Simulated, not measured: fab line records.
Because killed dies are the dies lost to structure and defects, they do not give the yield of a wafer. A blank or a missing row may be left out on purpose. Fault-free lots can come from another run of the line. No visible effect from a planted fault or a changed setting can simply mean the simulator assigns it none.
The tool behind it: which one? :: flow gf180mcu :: Sampling: 12 lots, 34 wafers, 6 of 602 route steps

## WHAT THE GAUGES SHOWED, per wafer
GF_HV_LDD_CD_MEAS_46: the cd target is 400 nm. Usual: cd_nm reads 400.1 nm (standard deviation 2.5).
lot: L486
measured: day 12 11:49
on: cd_sem-01
cd_nm (nm): 397.7 397.3 397.5
flag: 

lot: L488
measured: day 13 07:22
on: cd_sem-02
cd_nm (nm): 397.9 398.5 397.9
flag: 

lot: L489
measured: day 13 13:43
on: cd_sem-01
cd_nm (nm): 395.9 397.8 397.1
flag: 

lot: L490
measured: day 13 22:17
on: cd_sem-01
cd_nm (nm): 398.1 398.6 401.0
flag: 

lot: L491
measured: day 14 08:25
on: cd_sem-02
cd_nm (nm): 402.8 403.3 403.2
flag: 

lot: L494
measured: day 15 11:34
on: cd_sem-02
cd_nm (nm): 401.8 401.7 403.0
flag: 

lot: L495
measured: day 15 21:46
on: cd_sem-02
cd_nm (nm): 397.0 399.7 395.7
flag: 

lot: L502
measured: day 18 02:39
on: cd_sem-01
cd_nm (nm): 536.5 400.1
flag: OFF

lot: L505
measured: day 19 06:56
on: cd_sem-02
cd_nm (nm): 404.4 541.7
flag: OFF

lot: L506
measured: day 19 20:49
on: cd_sem-01
cd_nm (nm): 399.6 539.9 401.3
flag: OFF

lot: L507
measured: day 20 00:31
on: cd_sem-01
cd_nm (nm): 397.2 397.3 397.7
flag: 

lot: L508
measured: day 20 08:44
on: cd_sem-02
cd_nm (nm): 399.2 399.1 399.8
flag: 

GF_HV_LDD_OVL_MEAS_47. Usual: for HV_LDD_03_OVL the level is 0.4 nm and the standard deviation is 1.4.
lot: L486
measured: day 12 11:54
on: overlay-02
HV_LDD_03_OVL (nm): -1.4 1.5 -1.4
flag: 

lot: L488
measured: day 13 07:29
on: overlay-02
HV_LDD_03_OVL (nm): -0.9 -0.5 0.1
flag: 

lot: L489
measured: day 13 13:50
on: overlay-01
HV_LDD_03_OVL (nm): 1.3 0.0 -0.2
flag: 

lot: L490
measured: day 13 22:25
on: overlay-02
HV_LDD_03_OVL (nm): 1.5 2.6 1.3
flag: 

lot: L491
measured: day 14 08:32
on: overlay-02
HV_LDD_03_OVL (nm): 1.0 -0.8 0.8
flag: 

lot: L494
measured: day 15 11:41
on: overlay-01
HV_LDD_03_OVL (nm): 0.8 1.7 1.4
flag: 

lot: L495
measured: day 15 21:53
on: overlay-02
HV_LDD_03_OVL (nm): 0.0 0.7 -0.5
flag: 

lot: L502
measured: day 18 02:43
on: overlay-01
HV_LDD_03_OVL (nm): 0.1 0.5
flag: 

lot: L505
measured: day 19 07:04
on: overlay-02
HV_LDD_03_OVL (nm): -0.5 0.1
flag: 

lot: L506
measured: day 19 20:55
on: overlay-02
HV_LDD_03_OVL (nm): -0.9 -1.0 -1.7
flag: 

lot: L507
measured: day 20 00:36
on: overlay-02
HV_LDD_03_OVL (nm): 2.8 1.7 1.3
flag: 

lot: L508
measured: day 20 08:52
on: overlay-02
HV_LDD_03_OVL (nm): -1.9 -0.5 -1.6
flag: 

GF_HV_LDD_RS_MEAS_53: uses a four-point probe to measure. Usual: for HV_LDD_RS the level is 418.3 ohm/sq and the standard deviation is 0.88.
lot: L486
measured: day 12 12:24
on: film_metro-02
HV_LDD_RS (ohm/sq): 418.9 418.1 418.5
flag: 

lot: L488
measured: day 13 07:56
on: film_metro-04
HV_LDD_RS (ohm/sq): 418.1 418.7 419.3
flag: 

lot: L489
measured: day 13 14:18
on: film_metro-03
HV_LDD_RS (ohm/sq): 418.5 419.3 419.2
flag: 

lot: L490
measured: day 13 22:55
on: film_metro-04
HV_LDD_RS (ohm/sq): 417.4 418.8 418.8
flag: 

lot: L491
measured: day 14 09:01
on: film_metro-02
HV_LDD_RS (ohm/sq): 418.7 418.2 419.0
flag: 

lot: L494
measured: day 15 12:09
on: film_metro-04
HV_LDD_RS (ohm/sq): 419.5 418.9 418.4
flag: 

lot: L495
measured: day 15 22:21
on: film_metro-02
HV_LDD_RS (ohm/sq): 417.4 417.8 417.8
flag: 

lot: L502
measured: day 18 03:14
on: film_metro-04
HV_LDD_RS (ohm/sq): 417.1 417.8
flag: 

lot: L505
measured: day 19 07:31
on: film_metro-04
HV_LDD_RS (ohm/sq): 416.8 418.0
flag: 

lot: L506
measured: day 19 21:23
on: film_metro-04
HV_LDD_RS (ohm/sq): 417.7 415.8 417.9
flag: 

lot: L507
measured: day 20 01:05
on: film_metro-03
HV_LDD_RS (ohm/sq): 419.1 418.4 419.0
flag: 

lot: L508
measured: day 20 09:19
on: film_metro-03
HV_LDD_RS (ohm/sq): 419.3 419.0 418.5
flag: 

## TOOL THAT RAN EACH LOT (tool first, then ch and the chambers of the sampled wafers, then the start)
lot: L486
GF_HV_LDD_STRIP_22: plasma_asher-04 ch 0,1, day 10 22:15
GF_HV_LDD_COAT_41: litho_track-01 ch 0, day 12 02:01
GF_HV_LDD_STRIP_49: plasma_asher-04 ch 0,1, day 12 12:06

lot: L488
GF_HV_LDD_STRIP_22: plasma_asher-02 ch 0,1, day 11 17:24
GF_HV_LDD_COAT_41: litho_track-03 ch 0, day 12 20:49
GF_HV_LDD_STRIP_49: plasma_asher-02 ch 0,1, day 13 07:40

lot: L489
GF_HV_LDD_STRIP_22: plasma_asher-02 ch 0,1, day 11 23:58
GF_HV_LDD_COAT_41: litho_track-03 ch 0, day 13 03:58
GF_HV_LDD_STRIP_49: plasma_asher-01 ch 0,1, day 13 14:02

lot: L490
GF_HV_LDD_STRIP_22: plasma_asher-02 ch 0,1, day 12 07:20
GF_HV_LDD_COAT_41: litho_track-01 ch 0, day 13 12:35
GF_HV_LDD_STRIP_49: plasma_asher-01 ch 1, day 13 22:36

lot: L491
GF_HV_LDD_STRIP_22: plasma_asher-02 ch 0,1, day 12 17:24
GF_HV_LDD_COAT_41: litho_track-01 ch 0, day 13 22:37
GF_HV_LDD_STRIP_49: plasma_asher-04 ch 0, day 14 08:43

lot: L494
GF_HV_LDD_STRIP_22: plasma_asher-04 ch 0,1, day 13 17:01
GF_HV_LDD_COAT_41: litho_track-01 ch 0, day 15 01:17
GF_HV_LDD_STRIP_49: plasma_asher-02 ch 0,1, day 15 11:53

lot: L495
GF_HV_LDD_STRIP_22: plasma_asher-04 ch 0,1, day 14 03:04
GF_HV_LDD_COAT_41: litho_track-03 ch 0, day 15 11:21
GF_HV_LDD_STRIP_49: plasma_asher-02 ch 0,1, day 15 22:05

lot: L502
GF_HV_LDD_STRIP_22: plasma_asher-01 ch 0,1, day 16 04:20
GF_HV_LDD_COAT_41: litho_track-01 ch 0, day 17 15:02
GF_HV_LDD_STRIP_49: plasma_asher-04 ch 0,1, day 18 02:56

lot: L505
GF_HV_LDD_STRIP_22: plasma_asher-02 ch 0,1, day 17 06:32
GF_HV_LDD_COAT_41: litho_track-01 ch 0, day 18 18:11
GF_HV_LDD_STRIP_49: plasma_asher-01 ch 0,1, day 19 07:14

lot: L506
GF_HV_LDD_STRIP_22: plasma_asher-01 ch 0,1, day 17 15:53
GF_HV_LDD_COAT_41: litho_track-01 ch 0, day 19 08:52
GF_HV_LDD_STRIP_49: plasma_asher-04 ch 0,1, day 19 21:05

lot: L507
GF_HV_LDD_STRIP_22: plasma_asher-04 ch 0,1, day 17 23:10
GF_HV_LDD_COAT_41: litho_track-03 ch 0, day 19 12:27
GF_HV_LDD_STRIP_49: plasma_asher-01 ch 0,1, day 20 00:49

lot: L508
GF_HV_LDD_STRIP_22: plasma_asher-02 ch 0,1, day 18 07:04
GF_HV_LDD_COAT_41: litho_track-03 ch 0, day 19 19:42
GF_HV_LDD_STRIP_49: plasma_asher-04 ch 0,1, day 20 09:02
- GF_HV_LDD_STRIP_22: strips in O2/N2.
- GF_HV_LDD_COAT_41: resist thk 1000 nm.
- GF_HV_LDD_STRIP_49: strips in O2/N2.

## WHAT THE TOOLS THEMSELVES READ (means of the sampled wafers that have a number; where no wafer has one, the mark that the record gives instead)
GF_HV_LDD_STRIP_22. Usual: drypump_motor_current_A 5.8 A, standard deviation 0.49; heater_power_w 328 W, standard deviation 35; n2_flow_sccm 299.8 sccm, standard deviation 0.82; oes_product_au 0.716 a.u., standard deviation 0.0047; platen_temp_c 250.02 C, standard deviation 0.18; strip_time_to_endpoint_s 12.62 s, standard deviation 0.034.
lot: L486
tool: plasma_asher-04
drypump_motor_current_A (A): 5.4
heater_power_w (W): 303
n2_flow_sccm (sccm): 300.3
oes_product_au (a.u.): 0.717
platen_temp_c (C): 250.25
strip_time_to_endpoint_s (s): 12.60
flag: 

lot: L488
tool: plasma_asher-02
drypump_motor_current_A (A): 6.1
heater_power_w (W): 371
n2_flow_sccm (sccm): 299.5
oes_product_au (a.u.): 0.718
platen_temp_c (C): 249.94
strip_time_to_endpoint_s (s): 12.64
flag: 

lot: L489
tool: plasma_asher-02
drypump_motor_current_A (A): 6.1
heater_power_w (W): 368
n2_flow_sccm (sccm): 299.6
oes_product_au (a.u.): 0.716
platen_temp_c (C): 249.94
strip_time_to_endpoint_s (s): 12.63
flag: 

lot: L490
tool: plasma_asher-02
drypump_motor_current_A (A): 5.9
heater_power_w (W): 372
n2_flow_sccm (sccm): 299.9
oes_product_au (a.u.): 0.716
platen_temp_c (C): 250.12
strip_time_to_endpoint_s (s): 12.60
flag: 

lot: L491
tool: plasma_asher-02
drypump_motor_current_A (A): 5.8
heater_power_w (W): 372
n2_flow_sccm (sccm): 300.3
oes_product_au (a.u.): 0.714
platen_temp_c (C): 250.10
strip_time_to_endpoint_s (s): 12.61
flag: 

lot: L494
tool: plasma_asher-04
drypump_motor_current_A (A): 5.4
heater_power_w (W): 299
n2_flow_sccm (sccm): 299.8
oes_product_au (a.u.): 0.713
platen_temp_c (C): 250.13
strip_time_to_endpoint_s (s): 12.66
flag: 

lot: L495
tool: plasma_asher-04
drypump_motor_current_A (A): 5.9
heater_power_w (W): 313
n2_flow_sccm (sccm): 300.3
oes_product_au (a.u.): 0.717
platen_temp_c (C): 249.90
strip_time_to_endpoint_s (s): 12.65
flag: 

lot: L502
tool: plasma_asher-01
drypump_motor_current_A (A): 5.6
heater_power_w (W): 298
n2_flow_sccm (sccm): 300.1
oes_product_au (a.u.): 0.717
platen_temp_c (C): 250.03
strip_time_to_endpoint_s (s): 12.66
flag: 

lot: L505
tool: plasma_asher-02
drypump_motor_current_A (A): 5.9
heater_power_w (W): 366
n2_flow_sccm (sccm): 299.3
oes_product_au (a.u.): 0.714
platen_temp_c (C): 250.31
strip_time_to_endpoint_s (s): 12.61
flag: 

lot: L506
tool: plasma_asher-01
drypump_motor_current_A (A): 5.6
heater_power_w (W): 297
n2_flow_sccm (sccm): 299.4
oes_product_au (a.u.): 0.715
platen_temp_c (C): 250.04
strip_time_to_endpoint_s (s): 12.63
flag: 

lot: L507
tool: plasma_asher-04
drypump_motor_current_A (A): 5.9
heater_power_w (W): 308
n2_flow_sccm (sccm): 299.9
oes_product_au (a.u.): 0.718
platen_temp_c (C): 250.03
strip_time_to_endpoint_s (s): 12.62
flag: 

lot: L508
tool: plasma_asher-02
drypump_motor_current_A (A): 6.1
heater_power_w (W): 364
n2_flow_sccm (sccm): 300.0
oes_product_au (a.u.): 0.713
platen_temp_c (C): 249.90
strip_time_to_endpoint_s (s): 12.59
flag: 

GF_HV_LDD_STRIP_49. Usual: drypump_motor_current_A 5.7 A, standard deviation 0.54; heater_power_w 322 W, standard deviation 35; n2_flow_sccm 300.0 sccm, standard deviation 0.93; oes_product_au 0.716 a.u., standard deviation 0.0048; platen_temp_c 250.01 C, standard deviation 0.17; strip_time_to_endpoint_s 12.62 s, standard deviation 0.039.
lot: L486
tool: plasma_asher-04
drypump_motor_current_A (A): 5.9
heater_power_w (W): 308
n2_flow_sccm (sccm): 300.5
oes_product_au (a.u.): 0.718
platen_temp_c (C): 250.00
strip_time_to_endpoint_s (s): 12.69
flag: 

lot: L488
tool: plasma_asher-02
drypump_motor_current_A (A): 6.1
heater_power_w (W): 376
n2_flow_sccm (sccm): 300.0
oes_product_au (a.u.): 0.715
platen_temp_c (C): 250.16
strip_time_to_endpoint_s (s): 12.67
flag: 

lot: L489
tool: plasma_asher-01
drypump_motor_current_A (A): 5.6
heater_power_w (W): 299
n2_flow_sccm (sccm): 300.0
oes_product_au (a.u.): 0.716
platen_temp_c (C): 249.96
strip_time_to_endpoint_s (s): 12.65
flag: 

lot: L490
tool: plasma_asher-01
drypump_motor_current_A (A): 5.7
heater_power_w (W): 309
n2_flow_sccm (sccm): 299.6
oes_product_au (a.u.): 0.717
platen_temp_c (C): 249.92
strip_time_to_endpoint_s (s): 12.62
flag: 

lot: L491
tool: plasma_asher-04
drypump_motor_current_A (A): 4.9
heater_power_w (W): 287
n2_flow_sccm (sccm): 299.8
oes_product_au (a.u.): 0.716
platen_temp_c (C): 250.20
strip_time_to_endpoint_s (s): 12.62
flag: 

lot: L494
tool: plasma_asher-02
drypump_motor_current_A (A): 5.8
heater_power_w (W): 369
n2_flow_sccm (sccm): 299.7
oes_product_au (a.u.): 0.717
platen_temp_c (C): 250.08
strip_time_to_endpoint_s (s): 12.62
flag: 

lot: L495
tool: plasma_asher-02
drypump_motor_current_A (A): 5.9
heater_power_w (W): 373
n2_flow_sccm (sccm): 299.8
oes_product_au (a.u.): 0.714
platen_temp_c (C): 249.99
strip_time_to_endpoint_s (s): 12.58
flag: 

lot: L502
tool: plasma_asher-04
drypump_motor_current_A (A): 5.6
heater_power_w (W): 298
n2_flow_sccm (sccm): 298.9
oes_product_au (a.u.): 0.537
platen_temp_c (C): 249.88
strip_time_to_endpoint_s (s): 7.96
flag: OFF

lot: L505
tool: plasma_asher-01
drypump_motor_current_A (A): 5.6
heater_power_w (W): 304
n2_flow_sccm (sccm): 300.4
oes_product_au (a.u.): 0.539
platen_temp_c (C): 249.88
strip_time_to_endpoint_s (s): 7.93
flag: OFF

lot: L506
tool: plasma_asher-04
drypump_motor_current_A (A): 5.4
heater_power_w (W): 283
n2_flow_sccm (sccm): 301.4
oes_product_au (a.u.): 0.601
platen_temp_c (C): 250.01
strip_time_to_endpoint_s (s): 9.51
flag: OFF

lot: L507
tool: plasma_asher-01
drypump_motor_current_A (A): 5.6
heater_power_w (W): 297
n2_flow_sccm (sccm): 299.8
oes_product_au (a.u.): 0.715
platen_temp_c (C): 250.01
strip_time_to_endpoint_s (s): 12.65
flag: 

lot: L508
tool: plasma_asher-04
drypump_motor_current_A (A): 5.8
heater_power_w (W): 301
n2_flow_sccm (sccm): 300.8
oes_product_au (a.u.): 0.719
platen_temp_c (C): 249.93
strip_time_to_endpoint_s (s): 12.70
flag: 

## THE ANSWER, worked out from the rows above alone
Rule: lot off if the mean of its wafers having a number is beyond 3 standard deviations from the usual mean. A lot without any number at a reading at which 4 lots or more have one is off too. The other lots that the step has rows for count as sound. First the gauges in route order, then the tools' own readings, where a lot's mean is used as printed above. The first step at which some lot is off is used, and at that step the reading that is off furthest; a lot without a number counts as furthest.
Off, at GF_HV_LDD_CD_MEAS_46 on cd_nm: L502, L505, L506.
If a tool, at a process step before that reading, ran all the lots that are off and no sound lot after the first of them, it fits. The gauges at GF_HV_LDD_CD_MEAS_46 aren't tried: what is off there is off at GF_HV_LDD_STRIP_49 too, on other tools, and a gauge's error can't cause that. One fits: GF_HV_LDD_COAT_41 on litho_track-01. A fault onset in the window from L494 (day 15 01:17, its last sound lot) to L502 (day 17 15:02, its first lot off) fits.

## WHAT THE SIMULATOR PUT IN
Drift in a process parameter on litho_track-01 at GF_HV_LDD_COAT_41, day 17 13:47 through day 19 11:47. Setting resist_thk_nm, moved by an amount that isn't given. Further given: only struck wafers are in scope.
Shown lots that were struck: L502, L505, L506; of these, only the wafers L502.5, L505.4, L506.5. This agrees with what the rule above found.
